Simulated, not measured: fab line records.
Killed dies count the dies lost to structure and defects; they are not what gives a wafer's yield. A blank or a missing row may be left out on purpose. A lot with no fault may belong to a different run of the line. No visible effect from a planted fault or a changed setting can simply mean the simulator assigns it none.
What tool caused it? || flow gf180mcu || 42 wafers from 14 lots sampled at 4 of the route's 602 steps

== WHAT THE GAUGES READ, wafer by wafer ==
GF_STI_THK_MEAS_30.
{"lot": "L318", "measured": "day 2 08:50", "on": "film metro-02", "STI_OXIDATION_02_THK (nm)": "9.96 9.79 9.67"}
{"lot": "L319", "measured": "day 2 13:10", "on": "film metro-03", "STI_OXIDATION_02_THK (nm)": "9.88 9.86 10.00"}
{"lot": "L321", "measured": "day 2 23:55", "on": "film metro-02", "STI_OXIDATION_02_THK (nm)": "9.96 10.00 10.00"}
{"lot": "L323", "measured": "day 3 09:27", "on": "film metro-01", "STI_OXIDATION_02_THK (nm)": "10.23 10.19 10.01"}
{"lot": "L324", "measured": "day 3 13:40", "on": "film metro-01", "STI_OXIDATION_02_THK (nm)": "10.06 10.04 9.99"}
{"lot": "L325", "measured": "day 3 17:35", "on": "film metro-01", "STI_OXIDATION_02_THK (nm)": "9.95 10.11 10.28"}
{"lot": "L326", "measured": "day 3 23:14", "on": "film metro-03", "STI_OXIDATION_02_THK (nm)": "9.92 9.86 9.91"}
{"lot": "L334", "measured": "day 5 17:27", "on": "film metro-03", "STI_OXIDATION_02_THK (nm)": "10.43 10.48 10.49"}
{"lot": "L335", "measured": "day 5 21:32", "on": "film metro-02", "STI_OXIDATION_02_THK (nm)": "10.30 10.19 10.22"}
{"lot": "L336", "measured": "day 6 02:55", "on": "film metro-02", "STI_OXIDATION_02_THK (nm)": "9.95 9.98 9.76"}
{"lot": "L338", "measured": "day 6 14:52", "on": "film metro-02", "STI_OXIDATION_02_THK (nm)": "10.04 10.13 10.06"}
{"lot": "L339", "measured": "day 6 19:31", "on": "film metro-01", "STI_OXIDATION_02_THK (nm)": "9.74 9.75 9.74"}
{"lot": "L340", "measured": "day 6 23:01", "on": "film metro-03", "STI_OXIDATION_02_THK (nm)": "10.36 10.56 10.35"}
{"lot": "L341", "measured": "day 7 05:18", "on": "film metro-02", "STI_OXIDATION_02_THK (nm)": "10.16 10.08 10.06"}

GF_HV_LDD_OVL_MEAS_32.
{"lot": "L318", "measured": "day 11 15:46", "on": "overlay-01", "HV_LDD_02_OVL (nm)": "0.8 -2.4 1.1"}
{"lot": "L319", "measured": "day 11 22:52", "on": "overlay-01", "HV_LDD_02_OVL (nm)": "0.5 -0.8 0.3"}
{"lot": "L321", "measured": "day 12 12:34", "on": "overlay-01", "HV_LDD_02_OVL (nm)": "-2.0 -0.7 -2.4"}
{"lot": "L323", "measured": "day 13 03:52", "on": "overlay-01", "HV_LDD_02_OVL (nm)": "0.0 -0.5 -0.2"}
{"lot": "L324", "measured": "day 13 13:22", "on": "overlay-02", "HV_LDD_02_OVL (nm)": "-2.4 -1.3 -1.3"}
{"lot": "L325", "measured": "day 13 15:43", "on": "overlay-02", "HV_LDD_02_OVL (nm)": "2.5 0.5 2.5"}
{"lot": "L326", "measured": "day 14 02:32", "on": "overlay-02", "HV_LDD_02_OVL (nm)": "-1.6 -0.1 -0.4"}
{"lot": "L334", "measured": "day 17 00:37", "on": "overlay-02", "HV_LDD_02_OVL (nm)": "-2.5 -1.5 -0.3"}
{"lot": "L335", "measured": "day 17 01:52", "on": "overlay-01", "HV_LDD_02_OVL (nm)": "-1.4 -2.1 -1.3"}
{"lot": "L336", "measured": "day 17 12:56", "on": "overlay-02", "HV_LDD_02_OVL (nm)": "0.5 1.0 -0.5"}
{"lot": "L338", "measured": "day 18 02:38", "on": "overlay-01", "HV_LDD_02_OVL (nm)": "-1.0 -2.0 -0.2"}
{"lot": "L339", "measured": "day 18 11:49", "on": "overlay-01", "HV_LDD_02_OVL (nm)": "0.1 0.8 -0.9"}
{"lot": "L340", "measured": "day 18 14:18", "on": "overlay-02", "HV_LDD_02_OVL (nm)": "-1.1 1.4 1.9"}
{"lot": "L341", "measured": "day 19 02:35", "on": "overlay-02", "HV_LDD_02_OVL (nm)": "-0.6 0.8 -0.4"}

GF_CONTACT_BOW_MEAS_05.
{"lot": "L318", "measured": "day 15 07:25", "on": "film metro-04", "CONTACT_BOW (um)": "58 59 65"}
{"lot": "L319", "measured": "day 15 14:13", "on": "film metro-03", "CONTACT_BOW (um)": "74 67 61"}
{"lot": "L321", "measured": "day 16 06:07", "on": "film metro-03", "CONTACT_BOW (um)": "65 68 69"}
{"lot": "L323", "measured": "day 17 03:11", "on": "film metro-01", "CONTACT_BOW (um)": "71 60 65"}
{"lot": "L324", "measured": "day 17 10:08", "on": "film metro-04", "CONTACT_BOW (um)": "73 67 70"}
{"lot": "L325", "measured": "day 17 14:43", "on": "film metro-04", "CONTACT_BOW (um)": "63 67 60"}
{"lot": "L326", "measured": "day 18 02:26", "on": "film metro-04", "CONTACT_BOW (um)": "60 53 55"}
{"lot": "L334", "measured": "day 21 05:12", "on": "film metro-03", "CONTACT_BOW (um)": "71 64 59"}
{"lot": "L335", "measured": "day 21 09:54", "on": "film metro-01", "CONTACT_BOW (um)": "67 66 60"}
{"lot": "L336", "measured": "day 21 20:54", "on": "film metro-01", "CONTACT_BOW (um)": "74 73 60"}
{"lot": "L338", "measured": "day 22 10:02", "on": "film metro-01", "CONTACT_BOW (um)": "67 73 60"}
{"lot": "L339", "measured": "day 22 19:08", "on": "film metro-03", "CONTACT_BOW (um)": "57 63 65"}
{"lot": "L340", "measured": "day 22 20:38", "on": "film metro-01", "CONTACT_BOW (um)": "64 62 71"}
{"lot": "L341", "measured": "day 23 07:50", "on": "film metro-03", "CONTACT_BOW (um)": "60 53 66"}

== WHAT TOOL EACH LOT RAN ON (gives the tool, then ch and the chambers of the sampled wafers, and finally the start) ==
{"lot": "L318", "GF_VT_IMPLANT_STRIP_31": "plasma asher-02 ch 0,1, day 7 00:01"}
{"lot": "L319", "GF_VT_IMPLANT_STRIP_31": "plasma asher-02 ch 0,1, day 7 05:14"}
{"lot": "L321", "GF_VT_IMPLANT_STRIP_31": "plasma asher-04 ch 1, day 7 17:37"}
{"lot": "L323", "GF_VT_IMPLANT_STRIP_31": "plasma asher-01 ch 0, day 8 05:52"}
{"lot": "L324", "GF_VT_IMPLANT_STRIP_31": "plasma asher-01 ch 0,1, day 8 12:59"}
{"lot": "L325", "GF_VT_IMPLANT_STRIP_31": "plasma asher-02 ch 0,1, day 8 17:19"}
{"lot": "L326", "GF_VT_IMPLANT_STRIP_31": "plasma asher-01 ch 0,1, day 9 00:49"}
{"lot": "L334", "GF_VT_IMPLANT_STRIP_31": "plasma asher-04 ch 0, day 11 10:04"}
{"lot": "L335", "GF_VT_IMPLANT_STRIP_31": "plasma asher-02 ch 0,1, day 11 10:22"}
{"lot": "L336", "GF_VT_IMPLANT_STRIP_31": "plasma asher-01 ch 0,1, day 11 19:34"}
{"lot": "L338", "GF_VT_IMPLANT_STRIP_31": "plasma asher-01 ch 0, day 12 09:07"}
{"lot": "L339", "GF_VT_IMPLANT_STRIP_31": "plasma asher-02 ch 0,1, day 12 16:19"}
{"lot": "L340", "GF_VT_IMPLANT_STRIP_31": "plasma asher-01 ch 0,1, day 12 21:37"}
{"lot": "L341", "GF_VT_IMPLANT_STRIP_31": "plasma asher-02 ch 0,1, day 13 04:31"}
- GF_VT_IMPLANT_STRIP_31: strips in O2/N2.

== AS READ BY THE TOOLS THEMSELVES (means over the sampled wafers that have a number; for cases with no such wafer, the mark the record gives instead) ==
GF_VT_IMPLANT_STRIP_31.
{"lot": "L318", "tool": "plasma asher-02", "chamber pressure mTorr (mTorr)": 1500.4, "drypump motor current A (A)": 5.1, "heater power w (W)": 292, "oes product au (a.u.)": 0.717, "strip time to endpoint s (s)": 12.58}
{"lot": "L319", "tool": "plasma asher-02", "chamber pressure mTorr (mTorr)": 1499.5, "drypump motor current A (A)": 5.2, "heater power w (W)": 295, "oes product au (a.u.)": 0.717, "strip time to endpoint s (s)": 12.68}
{"lot": "L321", "tool": "plasma asher-04", "chamber pressure mTorr (mTorr)": 1500.1, "drypump motor current A (A)": 5.7, "heater power w (W)": 314, "oes product au (a.u.)": 0.718, "strip time to endpoint s (s)": 12.59}
{"lot": "L323", "tool": "plasma asher-01", "chamber pressure mTorr (mTorr)": 1499.5, "drypump motor current A (A)": 6.1, "heater power w (W)": 296, "oes product au (a.u.)": 0.717, "strip time to endpoint s (s)": 12.74}
{"lot": "L324", "tool": "plasma asher-01", "chamber pressure mTorr (mTorr)": 1799.5, "drypump motor current A (A)": 6.1, "heater power w (W)": 305, "oes product au (a.u.)": 0.732, "strip time to endpoint s (s)": 12.07}
{"lot": "L325", "tool": "plasma asher-02", "chamber pressure mTorr (mTorr)": 1501.4, "drypump motor current A (A)": 5.2, "heater power w (W)": 295, "oes product au (a.u.)": 0.716, "strip time to endpoint s (s)": 12.66}
{"lot": "L326", "tool": "plasma asher-01", "chamber pressure mTorr (mTorr)": 1800.0, "drypump motor current A (A)": 6.1, "heater power w (W)": 316, "oes product au (a.u.)": 0.737, "strip time to endpoint s (s)": 12.14}
{"lot": "L334", "tool": "plasma asher-04", "chamber pressure mTorr (mTorr)": 1500.2, "drypump motor current A (A)": 5.8, "heater power w (W)": 381, "oes product au (a.u.)": 0.717, "strip time to endpoint s (s)": 12.65}
{"lot": "L335", "tool": "plasma asher-02", "chamber pressure mTorr (mTorr)": 1500.0, "drypump motor current A (A)": 5.2, "heater power w (W)": 293, "oes product au (a.u.)": 0.717, "strip time to endpoint s (s)": 12.62}
{"lot": "L336", "tool": "plasma asher-01", "chamber pressure mTorr (mTorr)": 1500.2, "drypump motor current A (A)": 6.1, "heater power w (W)": 305, "oes product au (a.u.)": 0.713, "strip time to endpoint s (s)": 12.63}
{"lot": "L338", "tool": "plasma asher-01", "chamber pressure mTorr (mTorr)": 1500.4, "drypump motor current A (A)": 6.0, "heater power w (W)": 293, "oes product au (a.u.)": 0.717, "strip time to endpoint s (s)": 12.63}
{"lot": "L339", "tool": "plasma asher-02", "chamber pressure mTorr (mTorr)": 1500.5, "drypump motor current A (A)": 5.2, "heater power w (W)": 294, "oes product au (a.u.)": 0.715, "strip time to endpoint s (s)": 12.64}
{"lot": "L340", "tool": "plasma asher-01", "chamber pressure mTorr (mTorr)": 1499.3, "drypump motor current A (A)": 6.1, "heater power w (W)": 314, "oes product au (a.u.)": 0.719, "strip time to endpoint s (s)": 12.63}
{"lot": "L341", "tool": "plasma asher-02", "chamber pressure mTorr (mTorr)": 1498.1, "drypump motor current A (A)": 5.2, "heater power w (W)": 291, "oes product au (a.u.)": 0.715, "strip time to endpoint s (s)": 12.62}

== THE ANSWER, worked out from the rows above alone ==
Rule: the lots themselves supply what counts as usual. Put in order of their means at a reading, lots are off if they are a third of the lots or fewer, leave a main group of 4 or more, and stand apart from it by a gap of 3 or more times the standard deviation of the main group's means; of several such gaps the widest counts. A main group whose means are all the same, to the digits that the tables above print for the reading, isn't used. Also off: a lot with no number at a reading for which 4 or more lots have one. Any other lot the step has rows for is counted as sound. Order of review: gauges by route order, followed by the tools' own readings, for which a lot's mean as printed above is used. At the first step where some lot is off, the reading lying furthest off is the one used; lots without a number count as furthest.
Off at GF_VT_IMPLANT_STRIP_31 (chamber pressure mTorr): L324, L326. Main group: mean 1500.0 mTorr, sd 0.77.
A tool fits if, at that step or a process step before it, it ran every lot that is off, and no sound lot after the first of them. None of those tried fits.

== WHAT HAD BEEN PUT IN BY THE SIMULATOR ==
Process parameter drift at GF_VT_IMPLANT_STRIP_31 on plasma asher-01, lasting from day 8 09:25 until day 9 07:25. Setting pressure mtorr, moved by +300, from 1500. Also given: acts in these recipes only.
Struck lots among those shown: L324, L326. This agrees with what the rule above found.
